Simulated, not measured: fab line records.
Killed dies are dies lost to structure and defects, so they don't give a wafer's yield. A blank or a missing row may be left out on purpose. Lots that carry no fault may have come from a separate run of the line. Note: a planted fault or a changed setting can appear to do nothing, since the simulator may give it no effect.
fab line records | flow sky130 | part 2 of 2: steps 35 to 46 of 46
[record] lots = 5 wafers = 15 last-day = 50
route steps=708 shown PWDE@55 NWELL@56 VT_ADJUST_HVTP@85 VT_ADJUST_LVTN@97
lots that met no fault: from a run of the same line without faults
start-h: hours from the record's opening day to when the first of the lot's shown wafers began | wait-h: hours elapsed since this lot's preceding step | " identical to the entry in the row above | L1.1+2: one row covering several wafers at once | - no value present, or no start provided | * or withheld: withheld | < > ~ a bound
route shown NAME@n: names a module that has steps shown in the file, with the first one's number in the route | usual: average and standard deviation across the fault-free wafers | same: alike in all rows | chamber/n: place in a boat | sites: per-site readings | _std_site: how widely they spread, as a standard deviation | _edge_site: outer sites' mean less inner sites' | radius-mm: for every site, how far away it sits from the centre of the wafer | mask NAME#n: copy n | behind: the last tool/chamber to shape the wafer | hold: what put the lot on hold/how long, in hours/how the hold closed | device: transistor that didn't switch, given as n, p or np | end of line: the tests these same wafers got at the end of their route | for a step that has no rows: nothing shown but its recipe | killed: dies that structure and defects cost at the first sort, which is not the same as the wafer's yield | map: the dies of a wafer, with x for killed, . for not killed, _ for no die there
set.NAME: the setting that was run; set.NAME@STEP: the one run at that earlier step | model.NAME: the simulator's own value behind a step, which no gauge read
lots seen at some steps along the route; tables by step, rows by wafer
services: a tool's chamber out of use, with start hour (start-h, from the record's first day; less than 0 if before it), hours out, and reason
[[steps]]
[step SKY_VT_ADJUST_HVTP_PEB_05]
[recipe] temp-c = withheld time-s = * resist = NOVOLAK
// columns lot.wafer tool chamber start-h wait-h
L075.1+4+5 litho-track-01 0 - -
L081.1+2+4 litho-track-02 0 - -
L084.1+2+3 litho-track-03 0 - -
L090.1+3+6 litho-track-02 0 - -
L095.1+2+3 litho-track-01 0 - -
[step SKY_VT_ADJUST_HVTP_DEVELOP_06]
[recipe] resist = NOVOLAK developer = TMAH develop-time-s = 60 dev-temp-c = 23
// columns lot.wafer tool chamber start-h wait-h
L075.1+4+5 litho-track-01 0 126.77 0.1
L081.1+2+4 litho-track-02 0 162.13 0.1
L084.1+2+3 litho-track-03 0 189.97 0.1
L090.1+3+6 litho-track-02 0 221.13 0.1
L095.1+2+3 litho-track-01 0 250.57 0.1
[step SKY_VT_ADJUST_HVTP_CD_MEAS_07]
[recipe] target-cd-nm = 380
[usual] cd-nm = 379.2/2.6
// columns lot.wafer tool chamber start-h wait-h cd-nm
L075.1 cd-sem-02 - 126.94 0.1 380.0
L075.4 " - " " 381.0
L075.5 " - " " 381.8
L081.1 cd-sem-01 - 162.28 0.1 378.7
L081.2 " - " " 378.0
L081.4 " - " " 376.8
L084.1 cd-sem-02 - 190.12 0.1 379.8
L084.2 " - " " 382.0
L084.3 " - " " 381.3
L090.1 cd-sem-02 - 221.28 0.1 384.2
L090.3 " - " " 381.8
L090.6 " - " " 380.8
L095.1 cd-sem-02 - 250.72 0.1 377.6
L095.2 " - " " 377.0
L095.3 " - " " 376.4
[step SKY_VT_ADJUST_HVTP_OVL_MEAS_08]
[usual] VT_ADJUST_HVTP_OVL = 0.2/1.3
// columns lot.wafer tool chamber start-h wait-h VT_ADJUST_HVTP_OVL[nm]
L075.1 overlay-02 - 127.06 0.1 -1.1
L075.4 " - " " 1.4
L075.5 " - " " -0.6
L081.1 overlay-02 - 162.40 0.1 1.2
L081.2 " - " " 1.6
L081.4 " - " " 2.6
L084.1 overlay-02 - 190.24 0.1 1.6
L084.2 " - " " 0.1
L084.3 " - " " 2.1
L090.1 overlay-02 - 221.40 0.1 0.3
L090.3 " - " " -0.8
L090.6 " - " " -0.2
L095.1 overlay-02 - 250.84 0.1 -0.5
L095.2 " - " " -0.4
L095.3 " - " " 0.7
[step SKY_VT_ADJUST_HVTP_IMPLANT_09]
[recipe] species = As energy-kev = 150 dose-cm2 = 4.3e+12 tilt-deg = withheld
[usual] beam-on-s = 10.01/0.21 faraday-current-uA = 24.2/0.49
// columns lot.wafer tool chamber start-h wait-h beam-on-s faraday-current-uA
L075.1 implanter-02 0 127.10 0.0 9.85 24.6
L075.4 " 0 " " 10.36 23.5
L075.5 " 0 " " 10.40 23.4
L081.1 implanter-02 0 162.44 0.0 9.94 24.4
L081.2 " 0 " " 10.15 23.9
L081.4 " 0 " " 10.15 23.9
L084.1 implanter-01 0 190.28 0.0 9.95 24.4
L084.2 " 0 " " 10.06 24.1
L084.3 " 0 " " 10.10 23.9
L090.1 implanter-01 0 221.44 0.0 9.94 24.4
L090.3 " 0 " " 10.16 24.0
L090.6 " 0 " " 9.84 24.6
L095.1 implanter-04 0 250.88 0.0 10.00 24.2
L095.2 " 0 " " 9.61 25.2
L095.3 " 0 " " 10.01 24.3
[step SKY_VT_ADJUST_HVTP_STRIP_10]
[recipe] chemistry = O2/N2 power-w = 1400 pressure-mtorr = 1500 platen-temp-c = withheld o2-flow-sccm = 3000 n2-flow-sccm = 300 overash-fraction = 0.5
[usual] drypump-motor-current-A = 5.6/0.42 oes-product-au = 0.717/0.0048 strip-time-to-endpoint-s = 14.19/0.043
[same] overash-fraction = 0.5
// columns lot.wafer tool chamber start-h wait-h drypump-motor-current-A oes-product-au rf-hours-counter-h strip-time-to-endpoint-s
L075.1 plasma-asher-03 0 127.25 0.1 4.9 0.725 32 14.23
L075.4 " 1 " " 5.8 0.717 - 14.21
L075.5 " 1 " " 5.8 0.721 - 14.18
L081.1 plasma-asher-03 1 162.59 0.1 5.8 0.721 37 14.19
L081.2 " 0 " " 4.9 0.717 37 14.20
L081.4 " 1 " " 5.8 0.714 - 14.17
L084.1 plasma-asher-03 1 190.43 0.1 5.8 0.716 40 14.25
L084.2 " 0 " " 4.9 0.723 40 14.30
L084.3 " 1 " " 5.8 0.712 - 14.27
L090.1 plasma-asher-01 1 221.59 0.1 5.9 0.718 50 14.19
L090.3 " 0 " " 5.8 0.716 - 14.14
L090.6 " 1 " " 5.9 0.711 - 14.17
L095.1 plasma-asher-03 1 251.03 0.1 5.8 0.715 46 14.22
L095.2 " 0 " " 4.9 0.708 46 14.20
L095.3 " 1 " " 5.8 0.718 - 14.24
[step SKY_VT_ADJUST_HVTP_TW_MEAS_11]
[usual] VT_ADJUST_HVTP_TW = 1362/12
// columns lot.wafer tool chamber start-h wait-h VT_ADJUST_HVTP_TW
L075.1 film-metro-04 - 127.35 0.1 1352
L075.4 " - " " 1358
L075.5 " - " " 1349
L081.1 film-metro-02 - 162.69 0.1 1385
L081.2 " - " " 1378
L081.4 " - " " 1369
L084.1 film-metro-04 - 190.53 0.1 1357
L084.2 " - " " 1372
L084.3 " - " " 1365
L090.1 film-metro-02 - 221.69 0.1 1368
L090.3 " - " " 1372
L090.6 " - " " 1363
L095.1 film-metro-03 - 251.13 0.1 1355
L095.2 " - " " 1354
L095.3 " - " " 1352
[step SKY_VT_ADJUST_LVTN_DEHYDRATE_00]
[recipe] temp-c = 200 time-s = 60
// columns lot.wafer tool chamber start-h wait-h
L075.1+4+5 litho-track-01 0 135.82 8.5
L081.1+2+4 litho-track-04 0 172.13 9.4
L084.1+2+3 litho-track-01 0 200.07 9.5
L090.1+3+6 litho-track-04 0 232.63 10.9
L095.1+2+3 litho-track-02 0 262.58 11.4
[step SKY_VT_ADJUST_LVTN_HMDS_01]
[recipe] prime-time-s = 60 prime-temp-c = 120
// columns lot.wafer tool chamber start-h wait-h
L075.1+4+5 litho-track-01 0 135.97 0.1
L081.1+2+4 litho-track-04 0 172.28 0.1
L084.1+2+3 litho-track-01 0 200.22 0.1
L090.1+3+6 litho-track-04 0 232.78 0.1
L095.1+2+3 litho-track-02 0 262.73 0.1
[step SKY_VT_ADJUST_LVTN_COAT_02]
[recipe] spin-rpm = 2000 resist-thk-nm = 3000
// columns lot.wafer tool chamber start-h wait-h
L075.1+4+5 litho-track-01 0 136.12 0.1
L081.1+2+4 litho-track-04 0 172.43 0.1
L084.1+2+3 litho-track-01 0 200.37 0.1
L090.1+3+6 litho-track-04 0 232.93 0.1
L095.1+2+3 litho-track-02 0 262.88 0.1
[step SKY_VT_ADJUST_LVTN_SOFTBAKE_03]
[recipe] temp-c = 110 time-s = withheld
// columns lot.wafer tool chamber start-h wait-h
L075.1+4+5 litho-track-01 0 136.27 0.1
L081.1+2+4 litho-track-04 0 172.58 0.1
L084.1+2+3 litho-track-01 0 200.52 0.1
L090.1+3+6 litho-track-04 0 233.08 0.1
L095.1+2+3 litho-track-02 0 263.03 0.1
[step SKY_VT_ADJUST_LVTN_EXPOSE_04]
[recipe] mask-id = NWM_COMPLEMENT_LESS_NATIVE na = 0.6 source-shape = conventional sigma-outer = 0.6 polarization = unpolarized target-cd-nm = 840 dose-mj = 194
// columns lot.wafer tool chamber start-h wait-h mask
L075.1+4+5 iline-stepper-01 0 - - NWM_COMPLEMENT_LESS_NATIVE#0
L081.1+2+4 iline-stepper-01 0 - - NWM_COMPLEMENT_LESS_NATIVE#0
L084.1+2+3 iline-stepper-02 0 - - NWM_COMPLEMENT_LESS_NATIVE#0
L090.1+3+6 iline-stepper-02 0 - - NWM_COMPLEMENT_LESS_NATIVE#0
L095.1+2+3 iline-stepper-02 0 - - NWM_COMPLEMENT_LESS_NATIVE#0
[[services]]
// columns tool chamber start-h hours kind
iline-stepper-02 - 59.95 4.4 pm
plasma-asher-03 - 60.67 6.4 repair
iline-stepper-02 - 64.39 1.7 pm
implanter-01 - 65.86 1.7 repair
implanter-04 - 74.75 0.7 repair
implanter-02 - 77.74 2.6 repair
plasma-asher-03 - 88.68 14.6 pm
plasma-asher-02 - 108.75 9.0 pm
implanter-01 - 114.83 4.7 pm
wet-bench-02 - 116.71 4.4 pm
plasma-asher-01 - 122.45 14.6 pm
iline-stepper-01 - 139.60 16.0 repair
implanter-03 - 156.07 3.3 repair
implanter-01 - 163.78 3.3 repair
implanter-03 - 165.73 5.3 pm
wet-bench-02 - 171.74 4.1 repair
implanter-04 - 177.72 3.2 repair
plasma-asher-02 - 180.26 0.4 repair
implanter-04 - 180.95 3.5 pm
plasma-asher-03 - 182.25 0.7 repair
iline-stepper-01 - 209.80 1.7 pm
implanter-03 - 216.51 4.9 repair
implanter-04 - 242.72 2.1 repair
implanter-01 - 247.49 3.6 repair
